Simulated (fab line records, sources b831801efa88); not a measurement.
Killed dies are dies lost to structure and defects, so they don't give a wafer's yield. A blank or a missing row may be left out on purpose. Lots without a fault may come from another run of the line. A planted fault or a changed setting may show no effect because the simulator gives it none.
A struck lot beside a sound one | flow sky130 | 15 steps out of a route of 708
Sound: wafers L138.1, L138.4, L138.6. Struck: wafers L147.3, L147.4, L147.6. The cause comes at the end.
At each step with rows: each side's tool, then ch and its chambers, then its first start. Under that, the readings that differ: sound wafers | struck wafers | difference of the means | sigmas: that difference in standard deviations of wafers without a fault.
alike: readings whose means differ by less than 2 such deviations, and words and numbers that are the same on both sides. not compared: withheld readings, readings that some wafer has no value for, bounds like >300 that may hide the same value, and numbers for which the record gives no deviation and whose values overlap.
The two part at a step that has a row with sigmas, a row that says differs or no value, or rows on one side only. Numbers that don't overlap but have no deviation are shown without sigmas and don't part them. A reading that every wafer of one side lacks parts them only if that side has two wafers or more.

SKY_METAL5_SPUTTER_01: material TiN, target thk 20 nm, time 16.7 s.
  sound on pvd_sputter-02, day 42 23:28; struck on pvd_sputter-03, day 45 18:21
  alike: cathode_dc_power_W, throttle_valve_pct
SKY_METAL5_SPUTTER_02: material AlCu, target thk 1150 nm, time 61.2 s.
  sound on pvd_sputter-02, day 42 23:29; struck on pvd_sputter-03, day 45 18:22
  alike: cathode_dc_power_W, throttle_valve_pct
SKY_METAL5_SPUTTER_03: material Ti, target thk 5 nm, time 3.3 s.
  sound on pvd_sputter-02, day 42 23:32; struck on pvd_sputter-03, day 45 18:26
  alike: cathode_dc_power_W, throttle_valve_pct
SKY_METAL5_SPUTTER_04: material TiN, target thk 70 nm, time 56.1 s.
  sound on pvd_sputter-02, day 42 23:34; struck on pvd_sputter-03, day 45 18:26
  alike: cathode_dc_power_W, throttle_valve_pct
SKY_METAL5_RS_MEAS_05: measures by four-point-probe.
  sound on film_metro-02, day 42 23:37; struck on film_metro-04, day 45 18:32
  alike: METAL5_ALCU_RS
SKY_METAL5_THK_MEAS_06: measures by xrf.
  sound on film_metro-02, day 42 23:44; struck on film_metro-04, day 45 18:38
  alike: METAL5_ALCU_THK
then, 6 steps without rows for these wafers: SKY_METAL5_DEHYDRATE_07 (time 60 s); SKY_METAL5_HMDS_08 (prime time 60 s); SKY_METAL5_COAT_09 (resist thk 1800 nm); SKY_METAL5_SOFTBAKE_10 (time 60 s); SKY_METAL5_EXPOSE_11 (exposes mask MM5, target cd 1600 nm); SKY_METAL5_PEB_12.
SKY_METAL5_DEVELOP_13: develop time 60 s.
  sound on litho_track-03 ch 0, day 43 21:53; struck on litho_track-03 ch 0, day 46 14:41
  reading              | sound             | struck            | difference | sigmas
  developer_temp_C (C) | 23.09 23.08 22.90 | 25.22 25.26 25.20 | +2.20      | +22
SKY_METAL5_DESCUM_14: chemistry O2, time 11 s.
  sound on rie_metal-02 ch 0,1, day 43 22:02; struck on rie_metal-02 ch 0,1, day 46 14:48
  alike: drypump_motor_current_A, oes_product_au, rf_fwd_power_W
  not compared: rf_hours_counter_h
then, 1 step without rows for these wafers: SKY_PAD_OPEN_PROBE_99.

WHERE THEY PART
Only at SKY_METAL5_DEVELOP_13, within this record. Later steps at which nothing parts them and some readings are alike: SKY_METAL5_DESCUM_14.

WHY: what the simulator had put in
Process parameter drift: litho_track-03, from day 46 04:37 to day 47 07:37, at SKY_METAL5_DEVELOP_13. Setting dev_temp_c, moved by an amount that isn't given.
